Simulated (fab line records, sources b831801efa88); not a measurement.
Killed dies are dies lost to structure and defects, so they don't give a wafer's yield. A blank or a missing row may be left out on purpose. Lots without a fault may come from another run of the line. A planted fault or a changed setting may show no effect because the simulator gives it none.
Which tool did it? | flow gf180mcu | 12 lots, 36 wafers sampled, at 5 steps of a route of 602

WHAT THE GAUGES READ, wafer by wafer
GF_V4_THK_MEAS_01.
lot  | measured     | on            | V4_CVD_00_THK (nm)
L177 | day 23 19:28 | film_metro-01 | 604 598 599
L179 | day 24 03:13 | film_metro-01 | 591 597 596
L178 | day 24 06:12 | film_metro-01 | 595 610 600
L180 | day 24 10:04 | film_metro-02 | 590 593 602
L181 | day 25 01:11 | film_metro-01 | 599 603 605
L182 | day 25 08:06 | film_metro-02 | 607 604 599
L183 | day 25 16:32 | film_metro-02 | 606 613 608
L192 | day 28 16:20 | film_metro-04 | 508 523 516
L193 | day 28 19:08 | film_metro-02 | 509 510 508
L195 | day 29 08:46 | film_metro-04 | 604 599 603
L198 | day 29 22:53 | film_metro-02 | 605 597 603
L200 | day 30 15:18 | film_metro-02 | 586 594 591

GF_V4_BOW_MEAS_05.
lot  | measured     | on            | V4_BOW (um)
L177 | day 23 19:58 | film_metro-02 | 137 132 133
L179 | day 24 03:42 | film_metro-04 | 127 126 125
L178 | day 24 06:41 | film_metro-01 | 138 143 135
L180 | day 24 10:47 | film_metro-04 | 132 128 125
L181 | day 25 01:41 | film_metro-01 | 136 139 142
L182 | day 25 08:35 | film_metro-04 | 143 139 142
L183 | day 25 17:01 | film_metro-02 | 130 144 139
L192 | day 28 16:50 | film_metro-04 | 128 116 121
L193 | day 28 19:38 | film_metro-04 | 132 135 126
L195 | day 29 09:16 | film_metro-04 | 123 126 140
L198 | day 29 23:27 | film_metro-02 | 142 149 139
L200 | day 30 15:50 | film_metro-02 | 133 145 140

WHICH TOOL RAN EACH LOT (tool, then ch and the chambers of the sampled wafers, then the start)
lot  | GF_V3_SPUTTER_22             | GF_M4_SPUTTER_01             | GF_V4_CVD_00
L177 | pvd_sputter-04, day 22 18:56 | pvd_sputter-03, day 22 19:40 | hdpcvd-02 ch 0,1,2, day 23 19:23
L179 | pvd_sputter-04, day 23 02:40 | pvd_sputter-02, day 23 03:37 | hdpcvd-02 ch 0,1,2, day 24 03:08
L178 | pvd_sputter-02, day 23 05:35 | pvd_sputter-02, day 23 06:20 | hdpcvd-01 ch 0,1,2, day 24 06:07
L180 | pvd_sputter-04, day 23 10:17 | pvd_sputter-01, day 23 11:02 | hdpcvd-02 ch 0,1,2, day 24 09:58
L181 | pvd_sputter-01, day 24 01:10 | pvd_sputter-02, day 24 02:01 | hdpcvd-01 ch 0,2, day 25 01:06
L182 | pvd_sputter-01, day 24 09:08 | pvd_sputter-03, day 24 09:52 | hdpcvd-01 ch 0,1,2, day 25 08:02
L183 | pvd_sputter-01, day 24 17:25 | pvd_sputter-02, day 24 18:16 | hdpcvd-01 ch 0,2, day 25 16:28
L192 | pvd_sputter-02, day 27 19:38 | pvd_sputter-01, day 27 20:22 | hdpcvd-01 ch 0,1,2, day 28 16:16
L193 | pvd_sputter-04, day 27 21:38 | pvd_sputter-03, day 27 22:32 | hdpcvd-01 ch 0,1,2, day 28 19:04
L195 | pvd_sputter-02, day 28 11:53 | pvd_sputter-03, day 28 12:37 | hdpcvd-02 ch 0,1, day 29 08:42
L198 | pvd_sputter-01, day 29 01:41 | pvd_sputter-03, day 29 02:25 | hdpcvd-02 ch 0,1,2, day 29 22:49
L200 | pvd_sputter-01, day 29 18:56 | pvd_sputter-01, day 29 19:43 | hdpcvd-02 ch 0,2, day 30 15:13
- GF_V3_SPUTTER_22: material TiN, target thk 10 nm, time 40 s.
- GF_M4_SPUTTER_01: material TiN, target thk 30 nm, time 25 s.
- GF_V4_CVD_00: deposits SiO2, target thk 600 nm, time 100 s.

WHAT THE TOOLS THEMSELVES READ (means of the sampled wafers that have a number; where no wafer has one, the mark that the record gives instead)
GF_V3_SPUTTER_22.
lot  | tool           | throttle_valve_pct (%)
L177 | pvd_sputter-04 | 29.8
L179 | pvd_sputter-04 | 29.9
L178 | pvd_sputter-02 | 29.8
L180 | pvd_sputter-04 | 29.6
L181 | pvd_sputter-01 | 29.2
L182 | pvd_sputter-01 | 29.0
L183 | pvd_sputter-01 | 29.3
L192 | pvd_sputter-02 | 29.3
L193 | pvd_sputter-04 | 30.8
L195 | pvd_sputter-02 | 29.3
L198 | pvd_sputter-01 | 29.1
L200 | pvd_sputter-01 | 29.0

GF_M4_SPUTTER_01.
lot  | tool           | throttle_valve_pct (%)
L177 | pvd_sputter-03 | 30.5
L179 | pvd_sputter-02 | 29.8
L178 | pvd_sputter-02 | 29.6
L180 | pvd_sputter-01 | 29.6
L181 | pvd_sputter-02 | 29.3
L182 | pvd_sputter-03 | 32.0
L183 | pvd_sputter-02 | 29.8
L192 | pvd_sputter-01 | 29.3
L193 | pvd_sputter-03 | 31.8
L195 | pvd_sputter-03 | 30.0
L198 | pvd_sputter-03 | 29.9
L200 | pvd_sputter-01 | 28.7

GF_V4_CVD_00.
lot  | tool      | sih4_flow_sccm (sccm)
L177 | hdpcvd-02 | 60.07
L179 | hdpcvd-02 | 60.01
L178 | hdpcvd-01 | 59.98
L180 | hdpcvd-02 | 60.13
L181 | hdpcvd-01 | 60.10
L182 | hdpcvd-01 | 59.91
L183 | hdpcvd-01 | 60.04
L192 | hdpcvd-01 | 50.83
L193 | hdpcvd-01 | 51.05
L195 | hdpcvd-02 | 59.87
L198 | hdpcvd-02 | 59.95
L200 | hdpcvd-02 | 60.09

THE ANSWER, worked out from the rows above alone
Rule: what is usual is taken from the lots themselves. Put in order of their means at a reading, lots are off if they are a third of the lots or fewer, leave a main group of 4 or more, and stand apart from it by a gap of 3 or more times the standard deviation of the main group's means; of several such gaps the widest counts. A main group whose means are all the same, to the digits that the tables above print for the reading, isn't used. A lot without any number at a reading at which 4 lots or more have one is off too. The other lots that the step has rows for count as sound. The gauges are gone through in route order, then the tools' own readings, and for those a lot's mean is taken as printed above. The first step at which some lot is off is used, and at that step the reading that is off furthest; a lot without a number counts as furthest.
Off: L192, L193, at GF_V4_THK_MEAS_01 (V4_CVD_00_THK). The main group: mean 600 nm, standard deviation 5.
A tool fits if, at a process step before that reading, it ran every lot that is off, and no sound lot after the first of them. The gauges at GF_V4_THK_MEAS_01 aren't tried: what is off there is off at GF_V4_CVD_00 too, on other tools, and a gauge's error can't cause that. One fits: hdpcvd-01 at GF_V4_CVD_00. Its last sound lot is L183 (day 25 16:28), its first lot that is off L192 (day 28 16:16): a fault that began between those two fits.
The tool's own readings at GF_V4_CVD_00 bear it out: on the lots that are off they differ by more than 5 times the standard deviation of the sound lots' means. sih4_flow_sccm reads 50.94 sccm there against 60.02 sccm on the sound lots.

WHAT THE SIMULATOR HAD PUT IN
Process parameter drift: hdpcvd-01, from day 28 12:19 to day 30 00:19, at GF_V4_CVD_00. Setting sih4_flow_sccm, moved by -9, from 60. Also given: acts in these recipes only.
Lots struck among those shown: L192, L193. The rule above found the same.
